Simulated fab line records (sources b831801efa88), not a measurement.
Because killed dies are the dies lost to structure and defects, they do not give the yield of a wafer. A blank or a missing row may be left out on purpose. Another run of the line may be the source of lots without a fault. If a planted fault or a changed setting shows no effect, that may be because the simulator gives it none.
fab line records	flow sky130	part 2 of 2: steps 26 to 34 of 34
[record] lots = 5	wafers = 15	last_day = 47
route steps=708 shown LDD_HVN@276 LDD_HVP@278 LDD_LDN@289 SPACER@304 POLY_CUT@307
lots with no fault: from the same line, run without faults
start_h: hours from the record's first day to the start of the lot's first wafer shown	wait_h: hours since the lot's step before	" same as the row above	L1.1+2: one row covering several wafers at once	- no value, or no start given	* or withheld: withheld	< > ~ a bound
route shown NAME@n: a module of which the file shows steps, and the number in the route of the first	usual: mean/standard deviation taken from wafers without a fault	same: alike in all rows	chamber/n: place in a boat	sites: the reading at each site	_std_site: standard deviation across them	_edge_site: inner sites' mean taken away from outer sites' mean	radius_mm: how far each site lies from the wafer's centre	mask NAME#n: copy n	behind: the most recent tool/chamber to have shaped the wafer	hold: why the lot was held/for how many hours/how that ended	device: which transistor (n, p or np) failed to switch	end of line: the tests these same wafers got at the end of their route	where a step has no rows: the recipe by itself	killed: dies lost to structure and defects at the first sort, not the wafer's yield	map: a wafer's dies, x killed, . not, _ none there
set.NAME: the setting that was run; set.NAME@STEP: the one run at that earlier step	model.NAME: the simulator's own value behind a step, which no gauge read
certain route steps with their lots: each step a table, each wafer a row
services: the hour from which a tool's chamber was out of use, counted from the record's first day as start_h (under 0 if before that day), plus the number of hours and why
[[steps]]
[step SKY_LDD_LDN_STRIP_12]
[recipe] chemistry = O2/N2	power_w = 1400	pressure_mtorr = 1500	platen_temp_c = withheld	o2_flow_sccm = 3000	n2_flow_sccm = 300	overash_fraction = 0.5
[usual] chamber_pressure_mTorr = 1500.0/1.3	drypump_motor_current_A = 5.9/0.42	n2_flow_sccm = 299.8/0.84	oes_product_au = 0.716/0.0044	strip_time_to_endpoint_s = 14.17/0.037
lot.wafer	tool	chamber	start_h	wait_h	chamber_pressure_mTorr	drypump_motor_current_A	n2_flow_sccm	oes_product_au	rf_hours_counter_h	strip_time_to_endpoint_s
L075.3	plasma_asher-04	0	534.39	0.1	1498.3	5.5	298.4	0.709	-	14.14
L075.4	"	1	"	"	1498.8	5.4	300.0	0.708	-	14.15
L075.6	"	1	"	"	1501.3	5.4	301.1	0.714	-	14.18
L079.3	plasma_asher-02	0	569.18	0.1	1497.4	6.2	299.5	0.707	-	14.21
L079.4	"	1	"	"	1500.1	6.0	298.8	0.717	-	14.20
L079.5	"	1	"	"	1499.4	6.0	300.4	0.720	-	14.16
L081.2	plasma_asher-04	0	595.00	0.1	1501.0	5.5	299.3	0.711	48	14.18
L081.3	"	0	"	"	1500.1	5.5	300.4	0.717	-	14.15
L081.4	"	1	"	"	1500.7	5.4	299.9	0.719	-	14.18
L084.1	plasma_asher-04	1	612.81	0.1	1500.5	5.4	300.8	0.724	50	14.18
L084.2	"	0	"	"	1502.6	5.5	299.7	0.714	50	14.23
L084.5	"	1	"	"	1500.5	5.4	300.6	0.711	-	14.21
L085.1	plasma_asher-04	1	617.51	0.1	1500.6	5.4	299.6	0.715	50	14.24
L085.2	"	0	"	"	1500.3	5.5	299.6	0.717	50	14.19
L085.4	"	1	"	"	1502.0	5.4	299.2	0.717	-	14.20
[step SKY_LDD_LDN_TW_MEAS_13]
[usual] LDD_LDN_TW = 1466/12
lot.wafer	tool	chamber	start_h	wait_h	LDD_LDN_TW
L075.3	film_metro-01	-	534.47	0.1	1472
L075.4	"	-	"	"	1483
L075.6	"	-	"	"	1467
L079.3	film_metro-03	-	569.27	0.1	1444
L079.4	"	-	"	"	1442
L079.5	"	-	"	"	1434
L081.2	film_metro-02	-	595.11	0.1	1477
L081.3	"	-	"	"	1474
L081.4	"	-	"	"	1474
L084.1	film_metro-01	-	612.91	0.1	1468
L084.2	"	-	"	"	1469
L084.5	"	-	"	"	1474
L085.1	film_metro-02	-	617.74	0.2	1474
L085.2	"	-	"	"	1467
L085.4	"	-	"	"	1460
[step SKY_LDD_LDN_CLEAN_14]
[recipe] chemistry = SC1/SC2	mix = 1:4:20	temp_c = 70	time_s = 150	dry = n2_spin
lot.wafer	tool	chamber	start_h	wait_h
L075.3+4+6	wet_bench-02	3	534.51	0.0
L079.3+4+5	wet_bench-03	2	569.31	0.0
L081.2+3+4	wet_bench-01	1	595.16	0.0
L084.1+2+5	wet_bench-02	2	612.97	0.1
L085.1+2+4	wet_bench-01	3	617.80	0.1
[step SKY_SPACER_CVD_00]
[recipe] material = Si3N4	precursor = DCS/NH3	target_thk_nm = 43.1	temp_c = 770	time_s = 740	pressure_mtorr = 250
[usual] spike_tc_bottom_C = 787.3/2.2	spike_tc_upper_C = 770.0/1
lot.wafer	tool	chamber	start_h	wait_h	spike_tc_bottom_C	spike_tc_upper_C
L075.3	lpcvd-02	0	534.57	0.0	786.2	770.2
L075.4	"	0	"	"	786.0	768.4
L075.6	"	0	"	"	787.4	770.2
L079.3	lpcvd-02	0	569.98	0.6	786.0	771.0
L079.4	"	0	"	"	786.6	770.6
L079.5	"	0	"	"	784.2	768.9
L081.2	lpcvd-02	0	607.59	12.4	785.1	771.9
L081.3	"	0	"	"	786.4	770.7
L081.4	"	0	"	"	785.2	769.9
L084.1	lpcvd-02	0	614.82	1.8	786.3	769.2
L084.2	"	0	"	"	786.5	771.4
L084.5	"	0	"	"	785.6	771.7
L085.1	lpcvd-02	0	617.85	0.0	789.0	770.1
L085.2	"	0	"	"	787.6	769.3
L085.4	"	0	"	"	785.6	770.0
[step SKY_SPACER_THK_MEAS_01]
[recipe] reads = Si3N4_of_SPACER_CVD_00
[usual] SPACER_CVD_00_THK = 43.1/0.5
lot.wafer	tool	chamber	start_h	wait_h	SPACER_CVD_00_THK[nm]
L075.3	film_metro-04	-	535.79	0.0	42.9
L075.4	"	-	"	"	43.3
L075.6	"	-	"	"	42.5
L079.3	film_metro-04	-	571.21	0.0	42.4
L079.4	"	-	"	"	42.9
L079.5	"	-	"	"	42.4
L081.2	film_metro-02	-	608.86	0.1	43.0
L081.3	"	-	"	"	43.3
L081.4	"	-	"	"	43.3
L084.1	film_metro-03	-	616.03	0.0	43.2
L084.2	"	-	"	"	43.5
L084.5	"	-	"	"	43.0
L085.1	film_metro-02	-	619.05	0.0	43.4
L085.2	"	-	"	"	43.1
L085.4	"	-	"	"	43.4
[step SKY_SPACER_ETCHBACK_02]
[recipe] chemistry = CH3F/O2	target = Si3N4	stop_on = SiO2	source_w = 400	bias_w = 80	pressure_mtorr = 25	ch3f_flow_sccm = 40	O2_flow_sccm = 30	time_s = 46.7	target_depth_a = 450
[usual] chamber_pressure_mTorr = 25.002/0.025	drypump_motor_current_A = 5.6/0.43	oes_product_au = 0.855/0.0066	throttle_valve_pct = 10.563/0.0091
lot.wafer	tool	chamber	start_h	wait_h	chamber_pressure_mTorr	drypump_motor_current_A	oes_product_au	rf_hours_counter_h	throttle_valve_pct
L075.3	rie_diel-02	3	535.83	0.0	24.968	6.0	0.858	2	10.556
L075.4	"	0	"	"	25.013	5.0	0.858	72	10.574
L075.6	"	2	"	"	24.967	6.4	0.847	-	10.565
L079.3	rie_diel-01	0	571.25	0.0	24.962	5.4	0.846	6	10.567
L079.4	"	1	"	"	25.009	5.5	0.853	8	10.557
L079.5	"	2	"	"	25.017	4.9	0.841	-	10.580
L081.2	rie_diel-03	1	608.91	0.0	25.027	5.8	0.847	7	10.556
L081.3	"	2	"	"	24.983	5.2	0.859	17	10.579
L081.4	"	3	"	"	25.039	5.3	0.849	14	10.557
L084.1	rie_diel-03	1	616.09	0.1	24.995	5.8	0.853	8	10.570
L084.2	"	0	"	"	25.016	6.0	0.864	3	10.559
L084.5	"	3	"	"	24.988	5.3	0.853	-	10.573
L085.1	rie_diel-03	3	619.11	0.1	25.024	5.3	0.853	14	10.550
L085.2	"	1	"	"	25.026	5.8	0.855	8	10.561
L085.4	"	2	"	"	25.033	5.2	0.855	17	10.572
[step SKY_POLY_CUT_DEHYDRATE_00]
[recipe] temp_c = 200	time_s = 60
[usual] resist_line_temp_C = 23.02/0.11
lot.wafer	tool	chamber	start_h	wait_h	resist_line_temp_C
L075.3	litho_track-01	0	549.52	13.7	22.89
L075.4	"	0	"	"	22.90
L075.6	"	0	"	"	23.14
L079.3	litho_track-04	0	586.07	14.8	23.13
L079.4	"	0	"	"	22.83
L079.5	"	0	"	"	23.04
L081.2	litho_track-04	0	623.49	14.6	22.93
L081.3	"	0	"	"	22.98
L081.4	"	0	"	"	22.86
L084.1	litho_track-04	0	629.42	13.3	22.97
L084.2	"	0	"	"	22.84
L084.5	"	0	"	"	23.06
L085.1	litho_track-04	0	633.32	14.2	23.15
L085.2	"	0	"	"	22.97
L085.4	"	0	"	"	23.05
[step SKY_POLY_CUT_HMDS_01]
[recipe] prime_time_s = 60	prime_temp_c = 120
[usual] prime_temp_c = 119.97/0.13	resist_line_temp_C = 22.97/0.11
[same] prime_time_s = 60
lot.wafer	tool	chamber	start_h	wait_h	prime_temp_c	resist_line_temp_C
L075.3	litho_track-01	0	549.67	0.1	119.91	23.19
L075.4	"	0	"	"	119.96	22.89
L075.6	"	0	"	"	119.95	22.85
L079.3	litho_track-04	0	586.22	0.1	119.97	23.13
L079.4	"	0	"	"	120.08	22.83
L079.5	"	0	"	"	120.16	22.89
L081.2	litho_track-04	0	623.64	0.1	119.97	23.10
L081.3	"	0	"	"	120.01	22.99
L081.4	"	0	"	"	120.02	22.87
L084.1	litho_track-04	0	629.57	0.1	119.98	22.85
L084.2	"	0	"	"	119.90	23.00
L084.5	"	0	"	"	120.13	23.10
L085.1	litho_track-04	0	633.47	0.1	119.91	22.89
L085.2	"	0	"	"	119.96	22.92
L085.4	"	0	"	"	120.04	22.92
[step SKY_POLY_CUT_COAT_02]
[recipe] resist = BARC	temp_c = withheld	time_s = withheld	spin_rpm = 3000	resist_thk_nm = 60
[usual] dispense_pressure_kPa = 51/5.5	resist_line_temp_C = *
lot.wafer	tool	chamber	start_h	wait_h	dispense_pressure_kPa	resist_line_temp_C
L075.3	litho_track-01	0	549.82	0.1	56	*
L075.4	"	0	"	"	56	*
L075.6	"	0	"	"	56	*
L079.3	litho_track-04	0	586.37	0.1	54	*
L079.4	"	0	"	"	54	*
L079.5	"	0	"	"	54	*
L081.2	litho_track-04	0	623.79	0.1	54	*
L081.3	"	0	"	"	54	*
L081.4	"	0	"	"	54	*
L084.1	litho_track-04	0	629.72	0.1	54	*
L084.2	"	0	"	"	54	*
L084.5	"	0	"	"	54	*
L085.1	litho_track-04	0	633.62	0.1	54	*
L085.2	"	0	"	"	54	*
L085.4	"	0	"	"	54	*
[[services]]
tool	chamber	start_h	hours	kind
plasma_asher-01	-	457.79	1.4	repair
rie_diel-03	-	458.26	2.0	repair
rie_diel-03	3	461.62	2.6	repair
wet_bench-02	-	471.06	1.9	pm
rie_diel-03	2	471.31	3.0	repair
wet_bench-03	-	474.52	7.4	repair
rie_diel-01	0	489.84	13.4	repair
lpcvd-02	-	500.45	0.8	repair
wet_bench-01	-	509.20	2.4	repair
implanter-03	-	511.64	3.7	pm
wet_bench-01	-	530.09	1.5	repair
iline_stepper-02	-	530.69	1.7	pm
rie_diel-03	0	536.76	8.6	repair
iline_stepper-02	-	549.35	3.4	repair
implanter-04	-	562.68	6.6	repair
implanter-01	-	563.43	3.1	repair
lpcvd-02	-	571.44	33.7	repair
iline_stepper-01	-	573.88	5.5	repair
implanter-03	-	576.57	1.5	repair
implanter-01	-	577.84	4.4	repair
plasma_asher-01	-	594.41	9.1	repair
implanter-01	-	595.01	1.7	repair
rie_diel-03	-	599.62	2.8	pm
iline_stepper-01	-	605.23	1.5	repair
